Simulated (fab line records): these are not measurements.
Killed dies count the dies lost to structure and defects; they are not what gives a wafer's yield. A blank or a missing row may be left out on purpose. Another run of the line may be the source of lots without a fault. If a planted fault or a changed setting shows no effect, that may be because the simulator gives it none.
One fault through the eyes of 2 desks    flow gf180mcu    each desk has only its own numbers; what lay behind them comes last

FROM THE METROLOGY DESK
Lot by lot, what the gauges showed, no matter which tool ran the lot: averages of those sampled wafers that carry a number. Marked OUT: a lot whose mean sits more than 4 standard deviations from the usual mean, which makes it out of limits; the brackets give that distance.
Columns: A = SAB_OVL at GF_SAB_OVL_MEAS_10, usual 0.3 nm; B = SALICIDE_TIN_RS at GF_SALICIDE_RS_MEAS_04, usual 16.2 ohm/sq; C = SALICIDE_TIN_THK at GF_SALICIDE_THK_MEAS_05, usual 20.22 nm
lot   first seen here  A     B     C
L469  day 16 15:03     0.2   16.2  20.24
L470  day 16 22:08     -0.2  15.8  20.43
L483  day 21 13:40     0.4   15.6  20.22
L484  day 21 21:08     1.0   16.0  20.41
L487  day 22 21:02     -1.1  15.6  20.25
L488  day 23 01:46     0.4   16.3  20.29
This desk found nothing out of limits on any of the 6 lots.

TOOL OWNER'S DESK, rtp_anneal-01
The tool's own readings at GF_SALICIDE_RTA_08 (time 30 s): means of the sampled wafers that have a number, for each lot that ran on this tool. Marked OUT: a lot whose mean sits more than 4 standard deviations from the usual mean, which makes it out of limits; the brackets give that distance.
Columns: A = anneal_temp_c_max at GF_SALICIDE_RTA_08, usual 804.1; B = chamber_o2_ppm at GF_SALICIDE_RTA_08, usual 2.002; C = lamp_power_pct at GF_SALICIDE_RTA_08, usual 18.7 %; D = wafer_temp_C_max at GF_SALICIDE_RTA_08, usual 802.8
lot   first seen here  A      B                           C     D
L469  day 16 15:51     803.2  2.006                       19.0  802.5
L470  day 16 22:59     803.0  1.980                       19.0  802.8
L483  day 21 14:29     803.1  1502.000 (+99 or more) OUT  19.0  802.8
L484  day 21 21:58     803.5  1502.000 (+99 or more) OUT  19.0  803.2
Finding of this desk: L483, L484 out of limits; the first was L483 at day 21 14:29, on chamber_o2_ppm at GF_SALICIDE_RTA_08. L469, L470: within limits.

PUT TOGETHER
An alarm could have come from the tool owner's desk at day 21 14:29, on L483, L484.
From the metrology desk's view, nothing was out of limits.
The metrology desk holds a record of L483, L484, inside its limits.
All the named lots went through GF_SALICIDE_RTA_08 on rtp_anneal-01.

WHAT HAD BEEN PUT IN BY THE SIMULATOR
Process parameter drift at GF_SALICIDE_RTA_08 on rtp_anneal-01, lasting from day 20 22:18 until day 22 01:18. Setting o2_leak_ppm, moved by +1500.
Lots struck among those shown: L483, L484.
How many hours passed from the start of the fault until each desk's first out-of-limits reading: the tool owner's desk, 16.
